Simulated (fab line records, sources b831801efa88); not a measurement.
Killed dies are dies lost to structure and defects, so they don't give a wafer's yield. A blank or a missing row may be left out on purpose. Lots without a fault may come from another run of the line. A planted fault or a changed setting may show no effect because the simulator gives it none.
fab line records | flow sky130 | part 1 of 2: steps 1 to 26 of 40
record lots=5 wafers=15 last_day=48
route steps=708 shown CONTACT@429 METAL1@434 VIA1@458
lots that met no fault: from a run of the same line without faults
start_h: hours from the record's first day to the start of the lot's first wafer shown | wait_h: hours since the lot's step before | " the same as in the row above | L1.1+2: a row that stands for several wafers | - no value, or no start given | * or withheld: withheld | < > ~ a bound
route shown NAME@n: a module of which the file shows steps, and the number in the route of the first | usual: mean/standard deviation of fault-free wafers | same: alike in all rows | chamber/n: place in a boat | sites: the reading at each site | _std_site: their standard deviation | _edge_site: outer sites' mean less inner sites' | radius_mm: how far each site lies from the wafer's centre | mask NAME#n: copy n | behind: the tool/chamber that last shaped the wafer | hold: why the lot was held/for how many hours/how that ended | device: the transistor (n, p or np) that didn't switch | end of line: the same wafers' tests at the end of the route | a step without rows: its recipe alone | killed: dies lost to structure and defects at the first sort, not the wafer's yield | map: a wafer's dies, x killed, . not, _ none there
set.NAME: the setting as run; set.NAME@STEP: as run at that earlier step | model.NAME: the simulator's own value behind a step, which no gauge read
lots at some steps of the route; a table a step, a row a wafer
services: from which hour (start_h, from the record's first day; less than 0 if before it) a tool's chamber was out of use, for how many hours, and why
## steps
# step SKY_CONTACT_SPUTTER_23
# recipe material=TiN target_thk_nm=20 chamber_pressure_pa=5 power_w=4000 time_s=80
# usual throttle_valve_pct=30.3/0.66
# columns lot.wafer tool chamber start_h wait_h throttle_valve_pct
L075.3 pvd_sputter-04 - 740.22 0.0 30.0
L075.4 " - " " 31.2
L075.5 " - " " 31.4
L078.1 pvd_sputter-02 - 774.42 0.0 30.4
L078.2 " - " " 30.8
L078.4 " - " " 30.4
L082.1 pvd_sputter-04 - 802.99 0.0 31.2
L082.3 " - " " 30.1
L082.4 " - " " 30.6
L086.2 pvd_sputter-02 - 832.56 0.0 29.7
L086.3 " - " " 30.4
L086.6 " - " " 30.5
L087.1 pvd_sputter-04 - 843.45 0.0 29.1
L087.3 " - " " 30.3
L087.4 " - " " 30.4
# step SKY_CONTACT_CVD_24
# recipe material=W target_thk_nm=340 time_s=102.12 temp_c=400 pressure_torr=40
# usual heater_power_w=751/59
# columns lot.wafer tool chamber start_h wait_h heater_power_w
L075.3 cvd_w-01 0 740.32 0.1 817
L075.4 " 1 " " 699
L075.5 " 1 " " 701
L078.1 cvd_w-02 1 774.48 0.0 809
L078.2 " 0 " " 691
L078.4 " 0 " " 666
L082.1 cvd_w-02 0 803.05 0.0 668
L082.3 " 0 " " 677
L082.4 " 1 " " 819
L086.2 cvd_w-02 1 832.62 0.0 785
L086.3 " 0 " " 673
L086.6 " 1 " " 808
L087.1 cvd_w-02 1 843.51 0.0 811
L087.3 " 0 " " 676
L087.4 " 1 " " 787
# step SKY_CONTACT_RS_MEAS_25
# recipe thk_meas_gauge=four-point-probe reads=W_of_CONTACT_CVD_24+TiN_of_CONTACT_SPUTTER_23
# usual CONTACT_W_RS=0.341/0.0047
# columns lot.wafer tool chamber start_h wait_h CONTACT_W_RS[ohm/sq]
L075.3 film_metro-01 - 740.43 0.1 0.346
L075.4 " - " " 0.338
L075.5 " - " " 0.343
L078.1 film_metro-02 - 774.59 0.1 0.347
L078.2 " - " " 0.339
L078.4 " - " " 0.336
L082.1 film_metro-02 - 803.16 0.1 0.334
L082.3 " - " " 0.335
L082.4 " - " " 0.346
L086.2 film_metro-02 - 832.75 0.1 0.346
L086.3 " - " " 0.334
L086.6 " - " " 0.346
L087.1 film_metro-03 - 843.62 0.1 0.352
L087.3 " - " " 0.340
L087.4 " - " " 0.347
# step SKY_CONTACT_THK_MEAS_26
# recipe thk_meas_gauge=xrf reads=W_of_CONTACT_CVD_24
# usual CONTACT_W_THK=338/4.6
# columns lot.wafer tool chamber start_h wait_h CONTACT_W_THK[nm]
L075.3 film_metro-01 - 740.53 0.1 329
L075.4 " - " " 339
L075.5 " - " " 335
L078.1 film_metro-02 - 774.71 0.1 330
L078.2 " - " " 339
L078.4 " - " " 339
L082.1 film_metro-02 - 803.28 0.1 341
L082.3 " - " " 343
L082.4 " - " " 327
L086.2 film_metro-02 - 832.86 0.1 331
L086.3 " - " " 343
L086.6 " - " " 329
L087.1 film_metro-03 - 843.74 0.1 331
L087.3 " - " " 340
L087.4 " - " " 334
# step SKY_CONTACT_CMP_27
# recipe stop_on=SiO2 t_overpolish_s=15 down_force_psi=3.5 platen_rpm=60 target_thk_nm=0 pad_velocity_m_s=0.94248
# usual motor_current_A=11.3/1.5 overpolish_run_s=15.000/0.0092 time_to_endpoint_s=80/3.5
# same t_overpolish_s=15
# columns lot.wafer tool chamber start_h wait_h motor_current_A overpolish_run_s time_to_endpoint_s
L075.4 cmp-02 0 740.57 0.0 11.4 14.993 74
L075.3 " 2 " " 11.6 15.004 77
L075.5 " 0 " " 11.4 14.986 74
L078.1 cmp-01 1 774.77 0.1 8.5 15.007 77
L078.2 " 2 " " 12.6 14.993 81
L078.4 " 3 " " 10.9 15.000 83
L082.1 cmp-02 0 803.39 0.1 11.4 14.986 79
L082.3 " 1 " " 11.6 15.009 76
L082.4 " 2 " " 12.1 15.011 77
L086.3 cmp-02 0 832.96 0.1 11.3 14.998 84
L086.2 " 1 " " 12.0 15.016 79
L086.6 " 3 " " 12.5 15.012 84
L087.3 cmp-01 3 843.80 0.0 10.8 14.987 81
L087.1 " 0 " " 12.6 15.021 78
L087.4 " 1 " " 8.8 14.994 80
# step SKY_METAL1_SPUTTER_00
# recipe material=Ti target_thk_nm=15 power_w=3000 time_s=10 chamber_pressure_pa=0.4
# usual throttle_valve_pct=30.3/0.52
# columns lot.wafer tool chamber start_h wait_h throttle_valve_pct
L075.3 pvd_sputter-02 - 740.87 0.1 30.5
L075.4 " - " " 30.4
L075.5 " - " " 30.7
L078.1 pvd_sputter-04 - 775.07 0.2 30.4
L078.2 " - " " 29.5
L078.4 " - " " 30.1
L082.1 pvd_sputter-02 - 803.64 0.2 30.1
L082.3 " - " " 30.5
L082.4 " - " " 30.7
L086.2 pvd_sputter-02 - 833.21 0.1 30.3
L086.3 " - " " 29.9
L086.6 " - " " 30.6
L087.1 pvd_sputter-03 - 844.10 0.2 29.6
L087.3 " - " " 30.8
L087.4 " - " " 30.6
# step SKY_METAL1_SPUTTER_01
# recipe material=TiN target_thk_nm=20 power_w=6500 time_s=16.7 chamber_pressure_pa=0.4
# usual throttle_valve_pct=30.3/0.53
# columns lot.wafer tool chamber start_h wait_h throttle_valve_pct
L075.3 pvd_sputter-02 - 740.89 0.0 30.4
L075.4 " - " " 30.0
L075.5 " - " " 30.9
L078.1 pvd_sputter-04 - 775.09 0.0 30.8
L078.2 " - " " 29.2
L078.4 " - " " 30.1
L082.1 pvd_sputter-02 - 803.66 0.0 30.0
L082.3 " - " " 30.5
L082.4 " - " " 30.7
L086.2 pvd_sputter-02 - 833.23 0.0 30.7
L086.3 " - " " 29.4
L086.6 " - " " 30.9
L087.1 pvd_sputter-03 - 844.13 0.0 29.5
L087.3 " - " " 30.8
L087.4 " - " " 30.4
# step SKY_METAL1_SPUTTER_02
# recipe material=AlCu target_thk_nm=250 power_w=10600 time_s=13.3 chamber_pressure_pa=0.4
# usual throttle_valve_pct=30.3/0.53
# columns lot.wafer tool chamber start_h wait_h throttle_valve_pct
L075.3 pvd_sputter-02 - 740.92 0.0 30.5
L075.4 " - " " 30.2
L075.5 " - " " 30.7
L078.1 pvd_sputter-04 - 775.12 0.0 30.6
L078.2 " - " " 29.2
L078.4 " - " " 30.3
L082.1 pvd_sputter-02 - 803.69 0.0 30.2
L082.3 " - " " 30.5
L082.4 " - " " 30.6
L086.2 pvd_sputter-02 - 833.26 0.0 30.6
L086.3 " - " " 29.9
L086.6 " - " " 30.8
L087.1 pvd_sputter-03 - 844.15 0.0 29.6
L087.3 " - " " 30.7
L087.4 " - " " 30.6
# step SKY_METAL1_SPUTTER_03
# recipe material=Ti target_thk_nm=5 power_w=3000 time_s=3.3 chamber_pressure_pa=0.4
# usual throttle_valve_pct=30.3/0.53
# columns lot.wafer tool chamber start_h wait_h throttle_valve_pct
L075.3 pvd_sputter-02 - 740.94 0.0 30.7
L075.4 " - " " 30.1
L075.5 " - " " 30.7
L078.1 pvd_sputter-04 - 775.14 0.0 30.4
L078.2 " - " " 29.3
L078.4 " - " " 30.4
L082.1 pvd_sputter-02 - 803.71 0.0 30.0
L082.3 " - " " 30.4
L082.4 " - " " 30.7
L086.2 pvd_sputter-02 - 833.28 0.0 30.8
L086.3 " - " " 29.9
L086.6 " - " " 30.6
L087.1 pvd_sputter-03 - 844.18 0.0 29.8
L087.3 " - " " 30.8
L087.4 " - " " 30.2
# step SKY_METAL1_SPUTTER_04
# recipe material=TiN target_thk_nm=70 power_w=6500 time_s=58.3 chamber_pressure_pa=0.4
# usual throttle_valve_pct=30.3/0.51
# columns lot.wafer tool chamber start_h wait_h throttle_valve_pct
L075.3 pvd_sputter-02 - 740.96 0.0 30.3
L075.4 " - " " 30.3
L075.5 " - " " 30.6
L078.1 pvd_sputter-04 - 775.16 0.0 30.7
L078.2 " - " " 29.3
L078.4 " - " " 30.1
L082.1 pvd_sputter-02 - 803.73 0.0 29.8
L082.3 " - " " 30.3
L082.4 " - " " 30.6
L086.2 pvd_sputter-02 - 833.30 0.0 30.7
L086.3 " - " " 30.1
L086.6 " - " " 30.5
L087.1 pvd_sputter-03 - 844.20 0.0 29.5
L087.3 " - " " 30.8
L087.4 " - " " 30.6
# step SKY_METAL1_RS_MEAS_05
# recipe thk_meas_gauge=four-point-probe reads=TiN_of_METAL1_SPUTTER_04+Ti_of_METAL1_SPUTTER_03+AlCu_of_METAL1_SPUTTER_02+TiN_of_METAL1_SPUTTER_01+Ti_of_METAL1_SPUTTER_00
# usual METAL1_ALCU_RS=0.1265/0.0013
# columns lot.wafer tool chamber start_h wait_h METAL1_ALCU_RS[ohm/sq]
L075.3 film_metro-03 - 741.05 0.1 0.1277
L075.4 " - " " 0.1287
L075.5 " - " " 0.1287
L078.1 film_metro-03 - 775.21 0.0 0.1269
L078.2 " - " " 0.1269
L078.4 " - " " 0.1270
L082.1 film_metro-01 - 803.78 0.0 0.1271
L082.3 " - " " 0.1264
L082.4 " - " " 0.1245
L086.2 film_metro-04 - 833.37 0.0 0.1255
L086.3 " - " " 0.1253
L086.6 " - " " 0.1258
L087.1 film_metro-03 - 844.24 0.0 0.1260
L087.3 " - " " 0.1282
L087.4 " - " " 0.1273
# step SKY_METAL1_THK_MEAS_06
# recipe thk_meas_gauge=xrf reads=AlCu_of_METAL1_SPUTTER_02
# usual METAL1_ALCU_THK=251/3.1
# columns lot.wafer tool chamber start_h wait_h METAL1_ALCU_THK[nm]
L075.3 film_metro-03 - 741.15 0.1 246
L075.4 " - " " 243
L075.5 " - " " 245
L078.1 film_metro-03 - 775.33 0.1 249
L078.2 " - " " 249
L078.4 " - " " 249
L082.1 film_metro-01 - 803.90 0.1 248
L082.3 " - " " 251
L082.4 " - " " 254
L086.2 film_metro-04 - 833.48 0.1 253
L086.3 " - " " 255
L086.6 " - " " 253
L087.1 film_metro-03 - 844.36 0.1 249
L087.3 " - " " 246
L087.4 " - " " 247
# step SKY_METAL1_DEHYDRATE_07
# recipe temp_c=200 time_s=60
# columns lot.wafer tool chamber start_h wait_h
L075.3+4+5 litho_track-04 0 754.16 13.0
L078.1+2+4 litho_track-02 0 787.23 11.9
L082.1+3+4 litho_track-04 0 816.26 12.3
L086.2+3+6 litho_track-03 0 845.73 12.2
L087.1+3+4 litho_track-02 0 856.78 12.4
# step SKY_METAL1_HMDS_08
# recipe prime_time_s=60 prime_temp_c=120
# columns lot.wafer tool chamber start_h wait_h
L075.3+4+5 litho_track-04 0 754.31 0.1
L078.1+2+4 litho_track-02 0 787.38 0.1
L082.1+3+4 litho_track-04 0 816.41 0.1
L086.2+3+6 litho_track-03 0 845.88 0.1
L087.1+3+4 litho_track-02 0 856.93 0.1
# step SKY_METAL1_COAT_09
# recipe resist=BARC temp_c=withheld time_s=withheld spin_rpm=3000 resist_thk_nm=60
# usual dispense_pressure_kPa=53/3.4
# columns lot.wafer tool chamber start_h wait_h dispense_pressure_kPa
L075.3 litho_track-04 0 754.46 0.1 50
L075.4 " 0 " " 50
L075.5 " 0 " " 50
L078.1 litho_track-02 0 787.53 0.1 54
L078.2 " 0 " " 54
L078.4 " 0 " " 54
L082.1 litho_track-04 0 816.56 0.1 50
L082.3 " 0 " " 50
L082.4 " 0 " " 50
L086.2 litho_track-03 0 846.03 0.1 58
L086.3 " 0 " " 58
L086.6 " 0 " " 58
L087.1 litho_track-02 0 857.08 0.1 54
L087.3 " 0 " " 54
L087.4 " 0 " " 54
# step SKY_METAL1_COAT_10
# recipe resist=KrF-thick spin_rpm=3000 resist_thk_nm=450
# usual dispense_pressure_kPa=53/3.4
# columns lot.wafer tool chamber start_h wait_h dispense_pressure_kPa
L075.3 litho_track-04 0 - - 50
L075.4 " 0 " " 50
L075.5 " 0 " " 50
L078.1 litho_track-02 0 - - 54
L078.2 " 0 " " 54
L078.4 " 0 " " 54
L082.1 litho_track-04 0 - - 50
L082.3 " 0 " " 50
L082.4 " 0 " " 50
L086.2 litho_track-03 0 - - 58
L086.3 " 0 " " 58
L086.6 " 0 " " 58
L087.1 litho_track-02 0 - - 54
L087.3 " 0 " " 54
L087.4 " 0 " " 54
# step SKY_METAL1_SOFTBAKE_11
# recipe temp_c=100 time_s=90 resist=KrF-thick
# columns lot.wafer tool chamber start_h wait_h
L075.3+4+5 litho_track-04 0 - -
L078.1+2+4 litho_track-02 0 - -
L082.1+3+4 litho_track-04 0 - -
L086.2+3+6 litho_track-03 0 - -
L087.1+3+4 litho_track-02 0 - -
# step SKY_METAL1_EXPOSE_12
# recipe mask_id=MM1 na=0.8 source_shape=annular sigma_inner=0.55 sigma_outer=0.85 target_cd_nm=140 dose_mj=28
# usual exposure_dose_mJ_cm2=27.95/0.034
# columns lot.wafer tool chamber start_h wait_h mask exposure_dose_mJ_cm2
L075.3 krf_scanner-02 0 - - MM1#0 27.94
L075.4 " 0 " " MM1#0 27.95
L075.5 " 0 " " MM1#0 27.93
L078.1 krf_scanner-01 0 - - MM1#0 27.95
L078.2 " 0 " " MM1#0 28.06
L078.4 " 0 " " MM1#0 28.01
L082.1 krf_scanner-01 0 - - MM1#0 27.98
L082.3 " 0 " " MM1#0 27.99
L082.4 " 0 " " MM1#0 27.98
L086.2 krf_scanner-01 0 - - MM1#0 27.93
L086.3 " 0 " " MM1#0 27.94
L086.6 " 0 " " MM1#0 27.97
L087.1 krf_scanner-02 0 - - MM1#0 27.97
L087.3 " 0 " " MM1#0 27.94
L087.4 " 0 " " MM1#0 27.98
# step SKY_METAL1_PEB_13
# recipe peb_temp_c=withheld peb_time_s=withheld resist=KrF-thick
# columns lot.wafer tool chamber start_h wait_h
L075.3+4+5 litho_track-02 0 - -
L078.1+2+4 litho_track-03 0 - -
L082.1+3+4 litho_track-04 0 - -
L086.2+3+6 litho_track-02 0 - -
L087.1+3+4 litho_track-02 0 - -
# step SKY_METAL1_DEVELOP_14
# recipe develop_time_s=60 resist=KrF-thick dev_temp_c=21
# columns lot.wafer tool chamber start_h wait_h
L075.3+4+5 litho_track-02 0 - -
L078.1+2+4 litho_track-03 0 - -
L082.1+3+4 litho_track-04 0 - -
L086.2+3+6 litho_track-02 0 - -
L087.1+3+4 litho_track-02 0 - -
# step SKY_METAL1_CD_MEAS_15
# recipe target_cd_nm=140
# usual cd_nm=139.7/1.6
# columns lot.wafer tool chamber start_h wait_h cd_nm
L075.3 cd_sem-02 - 767.97 - 138.9
L075.4 " - " " 141.2
L075.5 " - " " 139.4
L078.1 cd_sem-02 - 800.85 - 136.9
L078.2 " - " " 138.3
L078.4 " - " " 138.2
L082.1 cd_sem-01 - 830.11 - 140.1
L082.3 " - " " 139.5
L082.4 " - " " 139.8
L086.2 cd_sem-01 - 859.70 - 139.1
L086.3 " - " " 139.5
L086.6 " - " " 140.5
L087.1 cd_sem-02 - 870.28 - 141.4
L087.3 " - " " 143.2
L087.4 " - " " 142.1
# step SKY_METAL1_OVL_MEAS_16
# usual METAL1_OVL=4/5.2
# columns lot.wafer tool chamber start_h wait_h METAL1_OVL[nm]
L075.3 overlay-01 - 768.06 0.1 0
L075.4 " - " " 1
L075.5 " - " " 3
L078.1 overlay-02 - 800.97 0.1 11
L078.2 " - " " 2
L078.4 " - " " 2
L082.1 overlay-02 - 830.23 0.1 4
L082.3 " - " " -3
L082.4 " - " " 14
L086.2 overlay-02 - 859.80 0.1 -2
L086.3 " - " " -2
L086.6 " - " " -12
L087.1 overlay-01 - 870.40 0.1 7
L087.3 " - " " 3
L087.4 " - " " 8
# step SKY_METAL1_DESCUM_17
# recipe chemistry=O2 source_power_w=150 bias_power_w=0 pressure_mtorr=10 temp_c=40 time_s=8
# usual drypump_motor_current_A=5.8/0.48 oes_product_au=0.994/0.0082
# columns lot.wafer tool chamber start_h wait_h drypump_motor_current_A oes_product_au rf_hours_counter_h
L075.3 rie_metal-02 0 768.09 0.0 5.9 0.994 -
L075.4 " 1 " " 6.0 0.986 -
L075.5 " 1 " " 6.0 0.980 -
L078.1 rie_metal-03 1 801.01 0.0 6.5 0.987 1
L078.2 " 0 " " 5.5 1.007 5
L078.4 " 1 " " 6.5 0.994 -
L082.1 rie_metal-01 1 830.27 0.0 4.9 0.990 9
L082.3 " 0 " " 5.3 0.989 -
L082.4 " 1 " " 5.0 0.997 -
L086.2 rie_metal-01 0 859.83 0.0 5.3 0.991 0
L086.3 " 0 " " 5.3 0.985 -
L086.6 " 0 " " 5.3 0.990 -
L087.1 rie_metal-02 1 870.44 0.0 6.0 0.996 7
L087.3 " 0 " " 5.9 0.993 -
L087.4 " 1 " " 6.0 1.004 -
# step SKY_METAL1_ETCH_18
# recipe chemistry=N2/H2 target=BARC ion_energy_ev=200 bias_w=100 pressure_mtorr=30 n2_flow_sccm=100 h2_flow_sccm=200 icp_w=500 stop_on=SiO2 time_s=45.9 target_depth_a=600
# usual drypump_motor_current_A=5.8/0.48 oes_product_au=0.855/0.0051 throttle_valve_pct=13.225/0.0094
# columns lot.wafer tool chamber start_h wait_h drypump_motor_current_A oes_product_au rf_hours_counter_h throttle_valve_pct
L075.3 rie_metal-02 0 768.14 0.0 5.9 0.846 - 13.231
L075.4 " 1 " " 6.0 0.852 - 13.225
L075.5 " 1 " " 6.0 0.855 - 13.226
L078.1 rie_metal-03 1 801.04 0.0 6.5 0.858 1 13.204
L078.2 " 0 " " 5.6 0.848 5 13.221
L078.4 " 1 " " 6.5 0.851 - 13.232
L082.1 rie_metal-01 1 830.30 0.0 5.0 0.861 9 13.237
L082.3 " 0 " " 5.3 0.850 - 13.218
L082.4 " 1 " " 5.0 0.845 - 13.222
L086.2 rie_metal-01 0 859.87 0.0 5.2 0.850 0 13.226
L086.3 " 0 " " 5.3 0.852 - 13.222
L086.6 " 0 " " 5.2 0.861 - 13.227
L087.1 rie_metal-02 1 870.47 0.0 6.0 0.849 7 13.214
L087.3 " 0 " " 5.9 0.855 - 13.227
L087.4 " 1 " " 6.0 0.856 - 13.212
# step SKY_METAL1_METAL_ETCH_19
# recipe target_depth_a=3600 stop_on=SiO2 over_etch_frac=0.3 time_s=78 chemistry=Cl2/BCl3 resist_sidewall_deg=88 pressure_mtorr=10 icp_w=900 bias_w=48.5 Cl2_flow_sccm=60 bcl3_flow_sccm=30
# usual drypump_motor_current_A=5.8/0.48 oes_product_au=0.856/0.006 throttle_valve_pct=22.263/0.0089
# columns lot.wafer tool chamber start_h wait_h drypump_motor_current_A oes_product_au rf_hours_counter_h throttle_valve_pct
L075.3 rie_metal-02 0 768.21 0.1 5.9 0.857 - 22.282
L075.4 " 1 " " 6.0 0.848 - 22.275
L075.5 " 1 " " 6.0 0.846 - 22.275
L078.1 rie_metal-03 1 801.10 0.0 6.5 0.853 1 22.264
L078.2 " 0 " " 5.6 0.849 5 22.267
L078.4 " 1 " " 6.5 0.844 - 22.270
L082.1 rie_metal-01 1 830.36 0.0 5.0 0.862 9 22.274
L082.3 " 0 " " 5.3 0.864 - 22.250
L082.4 " 1 " " 5.0 0.860 - 22.252
L086.2 rie_metal-01 0 859.93 0.0 5.3 0.866 0 22.255
L086.3 " 0 " " 5.2 0.860 - 22.269
L086.6 " 0 " " 5.3 0.853 - 22.254
L087.1 rie_metal-02 1 870.53 0.0 6.0 0.861 7 22.263
L087.3 " 0 " " 5.9 0.851 - 22.271
L087.4 " 1 " " 6.0 0.856 - 22.261
# step SKY_METAL1_STRIP_20
# recipe chemistry=O2/N2 power_w=1400 pressure_mtorr=1500 platen_temp_c=withheld o2_flow_sccm=3000 n2_flow_sccm=300 overash_fraction=0.5
# usual drypump_motor_current_A=5.6/0.54 oes_product_au=0.344/0.0049 strip_time_to_endpoint_s=2.73/0.039
# columns lot.wafer tool chamber start_h wait_h drypump_motor_current_A oes_product_au rf_hours_counter_h strip_time_to_endpoint_s
L075.3 plasma_asher-04 0 768.30 0.1 5.6 0.345 - 2.73
L075.4 " 1 " " 5.9 0.338 - 2.75
L075.5 " 1 " " 6.0 0.340 - 2.74
L078.1 plasma_asher-04 1 801.19 0.1 6.0 0.345 100 2.74
L078.2 " 0 " " 5.6 0.341 100 2.63
L078.4 " 0 " " 5.6 0.342 - 2.71
L082.1 plasma_asher-03 0 830.45 0.1 5.4 0.350 10 2.76
L082.3 " 0 " " 5.4 0.347 - 2.77
L082.4 " 1 " " 6.3 0.343 - 2.71
L086.2 plasma_asher-03 0 860.02 0.1 5.4 0.344 13 2.75
L086.3 " 0 " " 5.4 0.343 - 2.77
L086.6 " 0 " " 5.4 0.345 - 2.75
L087.1 plasma_asher-01 1 870.62 0.1 4.8 0.342 76 2.71
L087.3 " 0 " " 5.0 0.345 - 2.78
L087.4 " 1 " " 4.8 0.347 - 2.72
